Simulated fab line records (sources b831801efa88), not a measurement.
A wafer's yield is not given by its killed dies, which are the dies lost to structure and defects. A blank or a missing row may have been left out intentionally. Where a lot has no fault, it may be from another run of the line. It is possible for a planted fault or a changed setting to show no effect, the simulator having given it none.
One fault through the eyes of 2 desks    flow gf180mcu    every desk sees just its own numbers, and what lay behind them comes last

## FROM THE METROLOGY DESK
What the gauges read for every lot (on any tool): the sampled wafers with a number, averaged. The brackets show how far a lot's mean lies from the usual mean; more than 4 standard deviations puts the lot out of limits, marked OUT.
Columns: A = STI_OXIDATION_01_THK at GF_STI_THK_MEAS_22, usual 15.03 nm; B = STI_CVD_23_THK at GF_STI_THK_MEAS_24, usual 646 nm; C = STI_OXIDATION_02_THK at GF_STI_THK_MEAS_30, usual 10.02 nm; D = DNWELL_TW at GF_DNWELL_TW_MEAS_09, usual 1357; E = NWELL_OVL at GF_NWELL_OVL_MEAS_07, usual 1.1 nm; F = NWELL_TW at GF_NWELL_TW_MEAS_11, usual 1564
lot   first seen here  A      B    C      D     E     F
L351  day 2 23:26      15.25  644  10.01  1360  1.1   1563
L362  day 5 10:25      14.67  655  10.05  1334  -1.1  1561
L364  day 5 19:18      15.24  657  9.65   1371  0.1   1566
L366  day 6 05:56      15.43  655  9.83   1351  1.4   1570
L368  day 6 15:51      14.98  646  10.11  1360  2.4   1566
Finding of this desk: none of the 5 lots has anything out of limits.

## AT THE TOOL OWNER'S DESK: wet_bench-02
The tool's own readings at GF_STI_WET_ETCH_26 (etches SiO2 in dHF, target depth 94 nm, time 188 s): means of the sampled wafers that have a number, for each lot that ran on this tool. The brackets show how far a lot's mean lies from the usual mean; more than 4 standard deviations puts the lot out of limits, marked OUT.
Columns: A = run_length_s at GF_STI_WET_ETCH_26, usual 217 s
lot   first seen here  A
L364  day 5 19:47      141 (-22) OUT
L366  day 6 06:25      213
Finding of this desk: L364 out of limits; the first was L364 at day 5 19:47, on run_length_s at GF_STI_WET_ETCH_26. In limits: L366.

## PUT TOGETHER
At day 5 19:47, on L364, the tool owner's desk was in a position to raise an alarm.
The metrology desk saw nothing out of limits.
The metrology desk has L364 on record, within its limits.
All the named lots went through GF_STI_WET_ETCH_26 on wet_bench-02.

## WHAT HAD BEEN PUT IN BY THE SIMULATOR
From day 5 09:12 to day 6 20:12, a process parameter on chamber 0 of wet_bench-02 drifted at GF_STI_WET_ETCH_26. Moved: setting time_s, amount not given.
Lots struck among those shown: L364.
Hours from the fault's start to each desk's first reading out of limits: the tool owner's desk, 11.
